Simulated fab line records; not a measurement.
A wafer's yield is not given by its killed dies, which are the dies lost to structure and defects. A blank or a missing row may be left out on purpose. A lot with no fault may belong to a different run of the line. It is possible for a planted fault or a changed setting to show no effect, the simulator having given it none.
fab line records    flow sky130
record lots=5  wafers=23
route steps=708 shown VIA4@641 METAL5@676 PASSIVATION@687
startH: hours from the record's first day to the start of the lot's first wafer shown    waitH: hours since the lot's step before    " unchanged from the row above    L1.1+2: a row that stands for several wafers    - no value, or no start was given    * or withheld: withheld    < > ~ a bound
route shown NAME@n: NAME is a module with steps in the file, n the number in the route of the first one    usual: average and standard deviation across the fault-free wafers    same: alike in all rows    chamber/n: place in a boat    sites: readings site by site    _std_site: the values' standard deviation    _edge_site: the outer-site mean with the inner-site mean subtracted    radiusMm: for every site, how far away it sits from the centre of the wafer    mask NAME#n: copy n    behind: the most recent tool/chamber to have shaped the wafer    hold: cause of the lot's hold/its duration in hours/its outcome    device: names the non-switching transistor (n, p or np)    end of line: tests of these same wafers at the route's end    a step given without rows: its recipe and nothing more    killed: dies that structure and defects cost at the first sort, which is not the same as the wafer's yield    map: shows each die of a wafer: x if killed, . if not, _ if none is there
set.NAME: the setting as run; set.NAME@STEP: as run at that earlier step    model.NAME: the simulator's own value behind a step, which no gauge read
lots with deliberately changed settings; one table per step, one row per wafer
## steps
# step SKY_VIA4_CMP_02
# recipe material=SiO2  downForcePsi=4  platenRpm=60  padVelocityMS=0.94248
lot.wafer  tool    chamber  startH   waitH  set.leaveAboveRefNm  model.SiO2_of_VIA4_HDPCVD_00.thkNm
L074.3     cmp-01  3        974.39   0.0    580                  578.5
L074.4     "       0        "        "      580                  580.1
L074.2     "       1        "        "      580                  577.7
L074.1     "       2        "        "      580                  576.5
L074.5     "       0        "        "      580                  580.4
L075.3     cmp-01  2        981.72   0.0    580                  579.4
L075.1     "       3        "        "      609.4                610.5
L075.2     "       0        "        "      580                  583
L075.4     "       1        "        "      609.4                609
L075.5     "       2        "        "      580                  579.1
L077.1     cmp-01  1        1003.25  0.1    580                  579.7
L077.3     "       2        "        "      595.2                594
L077.2     "       3        "        "      580                  580.5
L077.5     "       0        "        "      595.2                596.7
L077.6     "       1        "        "      595.2                594.7
L078.4     cmp-01  1        1003.55  0.1    580                  579.7
L078.3     "       2        "        "      580                  578
L078.5     "       0        "        "      580                  581.5
L080.2     cmp-01  1        1021.07  1.5    580                  576.6
L080.1     "       2        "        "      580                  577.1
L080.4     "       3        "        "      560.3                559.6
L080.3     "       0        "        "      560.3                561.6
L080.5     "       1        "        "      580                  579.4
# step SKY_VIA4_COAT_06
# recipe resist=NOVOLAK  spinRpm=3000  resistThkNm=1140
lot.wafer   tool           chamber  startH   waitH  set.spinRpm  model.NOVOLAK_of_VIA4_COAT_06.thkNm
L074.1+5    lithoTrack-03  0        986.58   0.1    3155         1108
L074.2+3    "              0        "        "      3000         1137
L074.4      "              0        "        "      3155         1109
L075.1+3    lithoTrack-03  0        993.83   0.1    3195         1104
L075.2      "              0        "        "      3000         1140
L075.4      "              0        "        "      3195         1101
L075.5      "              0        "        "      3000         1136
L077.1      lithoTrack-03  0        1015.28  0.1    3000         1135
L077.2      "              0        "        "      3000         1138
L077.3      "              0        "        "      2775         1183
L077.5      "              0        "        "      2775         1185
L077.6      "              0        "        "      3000         1136
L078.3+4+5  lithoTrack-02  0        1015.92  0.1    3000         1145
L080.1      lithoTrack-02  0        1032.87  0.1    3000         1142
L080.2+3    "              0        "        "      2865         1165
L080.4      "              0        "        "      3000         1140
L080.5      "              0        "        "      3000         1137
# step SKY_VIA4_SOFTBAKE_07
# recipe tempC=90  timeS=60  resist=NOVOLAK
# step SKY_VIA4_EXPOSE_08
# recipe maskId=VIM4  na=0.6  sourceShape=conventional  sigmaOuter=0.6  polarization=unpolarized  targetCdNm=800  doseMj=132
# step SKY_VIA4_DEVELOP_10
# recipe resist=NOVOLAK  developer=TMAH  developTimeS=60  devTempC=23
# step SKY_VIA4_ETCH_12
# recipe target=SiO2  chemistry=C4F8/O2/Ar  stopOn=TiN  maskMaterial=NOVOLAK  sourceW=1500  biasW=1200  pressureMtorr=40  c4f8FlowSccm=withheld  O2_flow_sccm=6  Ar_flow_sccm=300  timeS=withheld  targetDepthA=5800
# usual oesProductAu=0.925/0.004
lot.wafer  tool        chamber  startH   waitH  set.leaveAboveRefNm@VIA4_CMP_02  oesProductAu  model.VIA4.featureDepthNm
L074.1     rieDiel-03  0        998.21   0.0    580                              0.924         576.5
L074.2     "           1        "        "      580                              0.927         577.7
L074.3     "           3        "        "      580                              0.931         578.5
L074.4     "           0        "        "      580                              0.927         580.1
L074.5     "           1        "        "      580                              0.936         580.4
L075.1     rieDiel-04  0        1004.63  0.0    609.4                            0.957         610.5
L075.2     "           1        "        "      580                              0.929         583
L075.3     "           2        "        "      580                              0.929         579.4
L075.4     "           3        "        "      609.4                            0.954         609
L075.5     "           0        "        "      580                              0.923         579.1
L077.1     rieDiel-03  1        1024.93  0.0    580                              0.921         579.7
L077.2     "           2        "        "      580                              0.923         580.5
L077.3     "           0        "        "      595.2                            0.936         594
L077.5     "           0        "        "      595.2                            0.943         596.7
L077.6     "           3        "        "      595.2                            0.934         594.7
L078.3     rieDiel-02  0        1026.18  0.0    580                              0.923         578
L078.4     "           2        "        "      580                              0.925         579.7
L078.5     "           2        "        "      580                              0.930         581.5
L080.1     rieDiel-03  2        1043.52  0.0    580                              0.928         577.1
L080.2     "           3        "        "      580                              0.922         576.6
L080.3     "           0        "        "      560.3                            0.907         561.6
L080.4     "           1        "        "      560.3                            0.908         559.6
L080.5     "           2        "        "      580                              0.926         579.4
# step SKY_VIA4_STRIP_13
# recipe chemistry=O2/N2  powerW=1400  pressureMtorr=1500  platenTempC=withheld  o2FlowSccm=3000  n2FlowSccm=300  overashFraction=0.5
# usual stripTimeToEndpointS=12.80/0.032
lot.wafer  tool            chamber  startH   waitH  set.spinRpm@VIA4_COAT_06  stripTimeToEndpointS
L074.1     plasmaAsher-02  1        998.28   -      3155                      12.48
L074.2     "               0        "        "      3000                      12.77
L074.3     "               1        "        "      3000                      12.79
L074.4     "               0        "        "      3155                      12.51
L074.5     "               1        "        "      3155                      12.52
L075.1     plasmaAsher-03  0        1004.70  -      3195                      12.42
L075.2     "               1        "        "      3000                      12.77
L075.3     "               0        "        "      3195                      12.39
L075.4     "               1        "        "      3195                      12.34
L075.5     "               0        "        "      3000                      12.80
L077.1     plasmaAsher-03  1        1025.00  -      3000                      12.82
L077.2     "               0        "        "      3000                      12.80
L077.3     "               0        "        "      2775                      13.27
L077.5     "               1        "        "      2775                      13.29
L077.6     "               0        "        "      3000                      12.82
L078.3     plasmaAsher-01  0        1026.28  -      3000                      12.86
L078.4     "               1        "        "      3000                      12.92
L078.5     "               1        "        "      3000                      12.90
L080.1     plasmaAsher-03  0        1043.59  -      3000                      12.83
L080.2     "               1        "        "      2865                      13.10
L080.3     "               0        "        "      2865                      13.10
L080.4     "               1        "        "      3000                      12.83
L080.5     "               0        "        "      3000                      12.79
# step SKY_VIA4_CVD_18
# recipe material=W  targetThkNm=505  timeS=152.14  tempC=400  pressureTorr=40
lot.wafer  tool     chamber  startH   waitH  set.tempC  model.W_of_VIA4_CVD_18.thkNm
L074.1     cvdW-01  0        998.99   0.0    388.6      415.2
L074.2     "        1        "        "      388.6      435.1
L074.3     "        0        "        "      400        512.6
L074.4     "        1        "        "      388.6      437.6
L074.5     "        1        "        "      400        530.6
L075.1     cvdW-02  1        1005.43  0.0    395.8      458.2
L075.2     "        0        "        "      395.8      464.4
L075.3     "        0        "        "      400        501.8
L075.4     "        1        "        "      400        504.2
L075.5     "        1        "        "      395.8      461.2
L077.1     cvdW-01  0        1025.65  0.0    410.3      608.6
L077.2     "        1        "        "      400        533.4
L077.3     "        1        "        "      410.3      636.3
L077.5     "        1        "        "      400        537.2
L077.6     "        0        "        "      410.3      608.4
L078.3     cvdW-02  0        1026.96  0.1    400        504.9
L078.4     "        1        "        "      400        501.8
L078.5     "        1        "        "      400        503.3
L080.1     cvdW-01  0        1044.24  0.0    408.6      586.4
L080.2     "        1        "        "      408.6      610.4
L080.3     "        1        "        "      408.6      606.8
L080.4     "        0        "        "      400        500.9
L080.5     "        1        "        "      400        524.2
# step SKY_VIA4_RS_MEAS_19
# recipe thkMeasGauge=four-point-probe  reads=W_of_VIA4_CVD_18+TiN_of_VIA4_SPUTTER_17
# usual VIA4_W_RS=0.224/0.0052
lot.wafer  tool          chamber  startH   waitH  set.tempC@VIA4_CVD_18  VIA4_W_RS[ohm/sq]
L074.1     filmMetro-02  -        999.14   0.1    388.6                  0.275
L074.2     "             -        "        "      388.6                  0.263
L074.3     "             -        "        "      400                    0.223
L074.4     "             -        "        "      388.6                  0.261
L074.5     "             -        "        "      400                    0.215
L075.1     filmMetro-03  -        1005.59  0.1    395.8                  0.250
L075.2     "             -        "        "      395.8                  0.247
L075.3     "             -        "        "      400                    0.228
L075.4     "             -        "        "      400                    0.227
L075.5     "             -        "        "      395.8                  0.248
L077.1     filmMetro-02  -        1025.80  0.1    410.3                  0.187
L077.2     "             -        "        "      400                    0.214
L077.3     "             -        "        "      410.3                  0.179
L077.5     "             -        "        "      400                    0.212
L077.6     "             -        "        "      410.3                  0.187
L078.3     filmMetro-04  -        1027.10  0.1    400                    0.227
L078.4     "             -        "        "      400                    0.228
L078.5     "             -        "        "      400                    0.227
L080.1     filmMetro-02  -        1044.39  0.1    408.6                  0.194
L080.2     "             -        "        "      408.6                  0.187
L080.3     "             -        "        "      408.6                  0.188
L080.4     "             -        "        "      400                    0.228
L080.5     "             -        "        "      400                    0.218
# step SKY_VIA4_THK_MEAS_20
# recipe thkMeasGauge=xrf  reads=W_of_VIA4_CVD_18
# usual VIA4_W_THK=522/14
lot.wafer  tool          chamber  startH   waitH  set.tempC@VIA4_CVD_18  VIA4_W_THK[nm]
L074.1     filmMetro-02  -        999.26   0.1    388.6                  425
L074.2     "             -        "        "      388.6                  449
L074.3     "             -        "        "      400                    528
L074.4     "             -        "        "      388.6                  448
L074.5     "             -        "        "      400                    551
L075.1     filmMetro-03  -        1005.71  0.1    395.8                  465
L075.2     "             -        "        "      395.8                  471
L075.3     "             -        "        "      400                    512
L075.4     "             -        "        "      400                    512
L075.5     "             -        "        "      395.8                  469
L077.1     filmMetro-02  -        1025.92  0.1    410.3                  618
L077.2     "             -        "        "      400                    541
L077.3     "             -        "        "      410.3                  650
L077.5     "             -        "        "      400                    546
L077.6     "             -        "        "      410.3                  622
L078.3     filmMetro-04  -        1027.20  0.1    400                    515
L078.4     "             -        "        "      400                    512
L078.5     "             -        "        "      400                    514
L080.1     filmMetro-02  -        1044.51  0.1    408.6                  605
L080.2     "             -        "        "      408.6                  635
L080.3     "             -        "        "      408.6                  630
L080.4     "             -        "        "      400                    516
L080.5     "             -        "        "      400                    541
# step SKY_METAL5_METAL_ETCH_15
# recipe targetDepthA=12600  stopOn=SiO2  overEtchFrac=0.2  timeS=252  chemistry=Cl2/BCl3  resistSidewallDeg=86  pressureMtorr=10  icpW=900  biasW=48.5  Cl2_flow_sccm=60  bcl3FlowSccm=30
# usual oesProductAu=0.894/0.005
lot.wafer  tool         chamber  startH   waitH  set.overEtchFrac  oesProductAu  model.NOVOLAK_of_METAL5_COAT_09.thkNm
L074.1     rieMetal-04  0        1020.56  0.0    0.2               0.896         1061
L074.2     "            1        "        "      0.2               0.892         1055
L074.3     "            0        "        "      0.2               0.901         1061
L074.4     "            1        "        "      0.2               0.888         1060
L074.5     "            0        "        "      0.2               0.898         1057
L075.1     rieMetal-01  1        1033.13  0.0    0.2               0.900         1069
L075.2     "            0        "        "      0.2               0.898         1059
L075.3     "            1        "        "      0.2222            0.887         1046
L075.4     "            0        "        "      0.2222            0.880         1041
L075.5     "            1        "        "      0.2222            0.879         1052
L077.1     rieMetal-04  0        1049.23  0.0    0.2               0.890         1044
L077.2     "            1        "        "      0.152             0.921         1071
L077.3     "            1        "        "      0.2               0.896         1031
L077.5     "            1        "        "      0.2               0.892         1041
L077.6     "            0        "        "      0.152             0.917         1072
L078.3     rieMetal-02  1        1049.84  0.1    0.2               0.891         1014
L078.4     "            0        "        "      0.2               0.897         1023
L078.5     "            0        "        "      0.2               0.905         1016
L080.1     rieMetal-04  1        1066.66  0.1    0.2               0.896         1044
L080.2     "            1        "        "      0.2               0.889         1044
L080.3     "            1        "        "      0.2303            0.885         1025
L080.4     "            1        "        "      0.2303            0.883         1031
L080.5     "            1        "        "      0.2303            0.879         1031
# step SKY_METAL5_STRIP_16
# recipe chemistry=O2/N2  powerW=1400  pressureMtorr=1500  platenTempC=withheld  o2FlowSccm=3000  n2FlowSccm=300  overashFraction=0.5
# usual oesProductAu=0.710/0.0053  stripTimeToEndpointS=13.13/0.18
lot.wafer  tool            chamber  startH   waitH  set.powerW  oesProductAu  stripTimeToEndpointS
L074.1     plasmaAsher-04  0        1020.80  0.2    1270        0.674         14.44
L074.2     "               1        "        "      1400        0.717         13.29
L074.3     "               1        "        "      1270        0.686         14.44
L074.4     "               0        "        "      1400        0.710         13.33
L074.5     "               1        "        "      1400        0.714         13.30
L075.1     plasmaAsher-01  0        1033.36  0.2    1524        0.738         12.64
L075.2     "               1        "        "      1400        0.711         13.33
L075.3     "               1        "        "      1524        0.741         12.40
L075.4     "               0        "        "      1400        0.704         13.14
L075.5     "               0        "        "      1524        0.749         12.45
L077.1     plasmaAsher-01  0        1049.46  0.2    1400        0.700         13.18
L077.2     "               1        "        "      1400        0.707         13.47
L077.3     "               0        "        "      1400        0.713         13.02
L077.5     "               1        "        "      1400        0.705         13.13
L077.6     "               0        "        "      1400        0.719         13.45
L078.3     plasmaAsher-02  0        1050.03  0.1    1400        0.708         12.81
L078.4     "               1        "        "      1400        0.717         12.94
L078.5     "               1        "        "      1400        0.706         12.86
L080.1     plasmaAsher-01  0        1067.13  0.4    1562        0.753         12.16
L080.2     "               1        "        "      1400        0.715         13.18
L080.3     "               0        "        "      1562        0.757         11.94
L080.4     "               1        "        "      1400        0.708         13.03
L080.5     "               0        "        "      1562        0.757         11.99
# step SKY_PASSIVATION_COAT_06
# recipe spinRpm=2000  resistThkNm=3000
lot.wafer  tool           chamber  startH   waitH  set.resistThkNm  model.coat_of_PASSIVATION_COAT_06.thkNm
L074.1     lithoTrack-04  0        1033.69  0.1    3148             3151
L074.2     "              0        "        "      3148             3142
L074.3     "              0        "        "      3000             3003
L074.4     "              0        "        "      3000             3009
L074.5     "              0        "        "      3000             3007
L075.1     lithoTrack-01  0        1044.45  0.1    3000             3004
L075.2     "              0        "        "      3000             3014
L075.3     "              0        "        "      3000             3006
L075.4     "              0        "        "      3000             3009
L075.5     "              0        "        "      3000             3011
L077.1     lithoTrack-01  0        1062.10  0.1    3115             3104
L077.2     "              0        "        "      3000             2979
L077.3     "              0        "        "      3000             2986
L077.5     "              0        "        "      3115             3093
L077.6     "              0        "        "      3115             3102
L078.3     lithoTrack-03  0        1062.53  0.1    3000             2993
L078.4     "              0        "        "      3000             3001
L078.5     "              0        "        "      3000             2997
L080.1+4   lithoTrack-03  0        1078.08  0.1    3126             3129
L080.2     "              0        "        "      3000             2985
L080.3     "              0        "        "      3000             3001
L080.5     "              0        "        "      3000             2991
# step SKY_PASSIVATION_SOFTBAKE_07
# recipe tempC=110  timeS=withheld
# step SKY_PASSIVATION_EXPOSE_08
# recipe maskId=NSM  targetCdNm=3000  na=0.57  doseMj=260
# step SKY_PASSIVATION_PEB_09
# recipe tempC=115  timeS=withheld
# step SKY_PASSIVATION_DEVELOP_10
# recipe developTimeS=60  devTempC=23
# step SKY_PASSIVATION_ETCH_11
# recipe chemistry=CF4/O2  targetDepthNm=725  stopOn=AlCu  sourceW=800  biasW=150  pressureMtorr=150  cf4FlowSccm=80  O2_flow_sccm=10  timeS=161.1
lot.wafer  tool        chamber  startH   waitH  set.resistThkNm@PASSIVATION_COAT_06  model.coat_of_PASSIVATION_COAT_06.thkNm
L074.1     rieDiel-04  3        1044.15  -      3148                                 2653
L074.2     "           0        "        "      3148                                 2657
L074.3     "           2        "        "      3000                                 2519
L074.4     "           3        "        "      3000                                 2511
L074.5     "           2        "        "      3000                                 2521
L075.1     rieDiel-04  2        1060.58  -      3000                                 2520
L075.2     "           3        "        "      3000                                 2515
L075.3     "           0        "        "      3000                                 2527
L075.4     "           1        "        "      3000                                 2535
L075.5     "           2        "        "      3000                                 2528
L077.1     rieDiel-01  3        1070.95  -      3115                                 2612
L077.2     "           0        "        "      3000                                 2479
L077.3     "           1        "        "      3000                                 2500
L077.5     "           2        "        "      3115                                 2603
L077.6     "           1        "        "      3115                                 2610
L078.3     rieDiel-04  3        1071.83  -      3000                                 2497
L078.4     "           1        "        "      3000                                 2523
L078.5     "           0        "        "      3000                                 2514
L080.1     rieDiel-02  3        1088.48  -      3126                                 2652
L080.2     "           0        "        "      3000                                 2511
L080.3     "           1        "        "      3000                                 2518
L080.4     "           2        "        "      3126                                 2673
L080.5     "           0        "        "      3000                                 2517
# step SKY_PASSIVATION_STRIP_12
# recipe chemistry=O2/N2  powerW=1400  pressureMtorr=1500  platenTempC=withheld  overashFraction=0.7  o2FlowSccm=3000  n2FlowSccm=300
# usual stripTimeToEndpointS=31.49/0.15
lot.wafer  tool            chamber  startH   waitH  set.resistThkNm@PASSIVATION_COAT_06  stripTimeToEndpointS
L074.1     plasmaAsher-03  0        1044.25  0.1    3148                                 33.08
L074.2     "               1        "        "      3148                                 33.12
L074.3     "               0        "        "      3000                                 31.53
L074.4     "               1        "        "      3000                                 31.44
L074.5     "               1        "        "      3000                                 31.57
L075.1     plasmaAsher-04  0        1060.69  0.1    3000                                 31.57
L075.2     "               1        "        "      3000                                 31.50
L075.3     "               1        "        "      3000                                 31.64
L075.4     "               0        "        "      3000                                 31.75
L075.5     "               0        "        "      3000                                 31.65
L077.1     plasmaAsher-02  1        1071.05  0.1    3115                                 32.61
L077.2     "               0        "        "      3000                                 31.07
L077.3     "               0        "        "      3000                                 31.34
L077.5     "               0        "        "      3115                                 32.51
L077.6     "               1        "        "      3115                                 32.60
L078.3     plasmaAsher-04  1        1071.97  0.1    3000                                 31.29
L078.4     "               0        "        "      3000                                 31.59
L078.5     "               0        "        "      3000                                 31.49
L080.1     plasmaAsher-02  1        1088.59  0.1    3126                                 33.08
L080.2     "               0        "        "      3000                                 31.46
L080.3     "               0        "        "      3000                                 31.54
L080.4     "               1        "        "      3126                                 33.32
L080.5     "               1        "        "      3000                                 31.53
## key
split step=SKY_VIA4_CMP_02  setting=leaveAboveRefNm  stated=580  by=wafer
response step=SKY_VIA4_CMP_02  reading=model.SiO2_of_VIA4_HDPCVD_00.thkNm  change=+5.58  per=1%  r=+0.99
response step=SKY_VIA4_ETCH_12  reading=oesProductAu  change=+0.00556  per=1%  r=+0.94
response step=SKY_VIA4_ETCH_12  reading=model.VIA4.featureDepthNm  change=+5.58  per=1%  r=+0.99
split step=SKY_VIA4_COAT_06  setting=spinRpm  stated=3000  by=wafer
response step=SKY_VIA4_COAT_06  reading=model.NOVOLAK_of_VIA4_COAT_06.thkNm  change=-5.81  per=1%  r=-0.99
response step=SKY_VIA4_STRIP_13  reading=stripTimeToEndpointS  change=*  per=1%  r=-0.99
split step=SKY_VIA4_CVD_18  setting=tempC  stated=400  by=wafer
response step=SKY_VIA4_CVD_18  reading=model.W_of_VIA4_CVD_18.thkNm  change=+34.7  per=1%  r=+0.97
response step=SKY_VIA4_RS_MEAS_19  reading=VIA4_W_RS  change=-0.0147  per=1%  r=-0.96
response step=SKY_VIA4_THK_MEAS_20  reading=VIA4_W_THK  change=+36.9  per=1%  r=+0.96
split step=SKY_METAL5_METAL_ETCH_15  setting=overEtchFrac  stated=0.2  by=wafer
response step=SKY_METAL5_METAL_ETCH_15  reading=oesProductAu  change=-0.00104  per=1%  r=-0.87
response step=SKY_METAL5_METAL_ETCH_15  reading=model.NOVOLAK_of_METAL5_COAT_09.thkNm  change=-1.3  per=1%  r=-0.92
split step=SKY_METAL5_STRIP_16  setting=powerW  stated=1400  by=wafer
response step=SKY_METAL5_STRIP_16  reading=oesProductAu  change=+0.00383  per=1%  r=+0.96
response step=SKY_METAL5_STRIP_16  reading=stripTimeToEndpointS  change=*  per=1%  r=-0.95
split step=SKY_PASSIVATION_COAT_06  setting=resistThkNm  stated=3000  by=wafer
response step=SKY_PASSIVATION_COAT_06  reading=model.coat_of_PASSIVATION_COAT_06.thkNm  change=+30.2  per=1%  r=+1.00
response step=SKY_PASSIVATION_ETCH_11  reading=model.coat_of_PASSIVATION_COAT_06.thkNm  change=+31  per=1%  r=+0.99
response step=SKY_PASSIVATION_STRIP_12  reading=stripTimeToEndpointS  change=*  per=1%  r=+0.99
